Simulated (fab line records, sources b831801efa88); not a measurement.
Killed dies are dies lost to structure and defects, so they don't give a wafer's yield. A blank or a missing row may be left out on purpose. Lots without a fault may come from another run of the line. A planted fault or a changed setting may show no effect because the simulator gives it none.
A struck lot beside a sound one | flow gf180mcu | 18 steps out of a route of 602
Sound: wafers L794.1, L794.3, L794.6. Struck: wafer L797.1. (L797.2, L797.5 of the same lot were not struck and are left out.) The cause comes at the end.
At each step with rows: each side's tool, then ch and its chambers, then its first start. Under that, the readings that differ: sound wafers | struck wafers | difference of the means | sigmas: that difference in standard deviations of wafers without a fault.
alike: readings whose means differ by less than 2 such deviations, and words and numbers that are the same on both sides. not compared: withheld readings, readings that some wafer has no value for, bounds like >300 that may hide the same value, and numbers for which the record gives no deviation and whose values overlap.
The two part at a step that has a row with sigmas, a row that says differs or no value, or rows on one side only. Numbers that don't overlap but have no deviation are shown without sigmas and don't part them. A reading that every wafer of one side lacks parts them only if that side has two wafers or more.

first, 3 steps without rows for these wafers: GF_V5_EXPOSE_11 (exposes mask Via5, target cd 260 nm); GF_V5_PEB_12 (peb time 90 s); GF_V5_DEVELOP_13 (develop time 60 s).
GF_V5_CD_MEAS_14: target cd 260 nm.
  sound on cd_sem-02, day 27 04:42; struck on cd_sem-01, day 28 07:18
  alike: cd_nm
GF_V5_OVL_MEAS_15:
  sound on overlay-02, day 27 04:49; struck on overlay-01, day 28 07:25
  alike: V5_OVL
GF_V5_ETCH_16: etches BARC in N2/H2.
  sound on rie_diel-04 ch 0,1, day 27 04:52; struck on rie_diel-02 ch 3, day 28 07:28
  reading                | sound                | struck | difference | sigmas
  throttle_valve_pct (%) | 13.232 13.242 13.228 | 13.213 | -0.021     | -3
  alike: drypump_motor_current_A, oes_product_au
GF_V5_ETCH_17: etches SiO2 in C4F8/O2/Ar, stops on TiN, target depth 855 nm.
  sound on rie_diel-04 ch 0,1; struck on rie_diel-02 ch 3
  alike: oes_product_au
GF_V5_STRIP_18: strips in O2/N2.
  sound on plasma_asher-03 ch 0,1, day 27 05:01; struck on plasma_asher-04 ch 1, day 28 07:37
  alike: drypump_motor_current_A, heater_power_w, oes_product_au
  not compared: rf_hours_counter_h
then, 3 steps without rows for these wafers: GF_V5_STRIP_19 (strips in post etch residue remover, time 1200 s); GF_V5_CLEAN_20 (cleans in DIW); GF_V5_SPUTTER_21 (material Ti, target thk 15 nm, time 80.02 s).
GF_V5_SPUTTER_22: material TiN, target thk 10 nm, time 40 s.
  sound on pvd_sputter-04, day 27 05:37; struck on pvd_sputter-04, day 28 08:20
  alike: throttle_valve_pct
GF_V5_CVD_23: deposits W, target thk 350 nm, time 104.9 s.
  sound on cvd_w-02 ch 1, day 27 05:39; struck on cvd_w-02 ch 0, day 28 08:22
  reading                          | sound             | struck | difference | sigmas
  model.W_of_V5_CVD_23.thk_nm (nm) | 352.2 350.2 349.1 | 527.7  | +177.2     |
  alike: chamber_pressure_Torr, heater_power_w
GF_V5_RS_MEAS_24: measures by four-point-probe.
  sound on film_metro-03, day 27 05:46; struck on film_metro-03, day 28 08:37
  reading          | sound             | struck | difference | sigmas
  V5_W_RS (ohm/sq) | 0.325 0.328 0.328 | 0.216  | -0.111     | -33
GF_V5_THK_MEAS_25: measures by xrf.
  sound on film_metro-03, day 27 05:53; struck on film_metro-03, day 28 08:44
  reading       | sound       | struck | difference | sigmas
  V5_W_THK (nm) | 341 338 339 | 510    | +171       | +33
GF_V5_CMP_26: polishes, stops on SiO2, t overpolish 15 s, target thk 0 nm.
  sound on cmp-02 ch 0,2, day 27 05:59; struck on cmp-01 ch 3, day 28 08:47
  reading                | sound    | struck | difference | sigmas
  time_to_endpoint_s (s) | 83 83 81 | 131    | +49        | +14
  alike: motor_current_A
GF_TOP_METAL_SPUTTER_00: material Ti, target thk 37.5 nm, time 150 s.
  sound on pvd_sputter-03, day 27 06:14; struck on pvd_sputter-02, day 28 09:05
  alike: throttle_valve_pct
GF_PASSIVATION_PROBE_99:
  the record has rows for the struck wafers here (prober-02, day 30 02:35) and none for the sound ones

WHERE THEY PART
First at GF_V5_ETCH_16; last, within this record, at GF_PASSIVATION_PROBE_99.

WHY: what the simulator had put in
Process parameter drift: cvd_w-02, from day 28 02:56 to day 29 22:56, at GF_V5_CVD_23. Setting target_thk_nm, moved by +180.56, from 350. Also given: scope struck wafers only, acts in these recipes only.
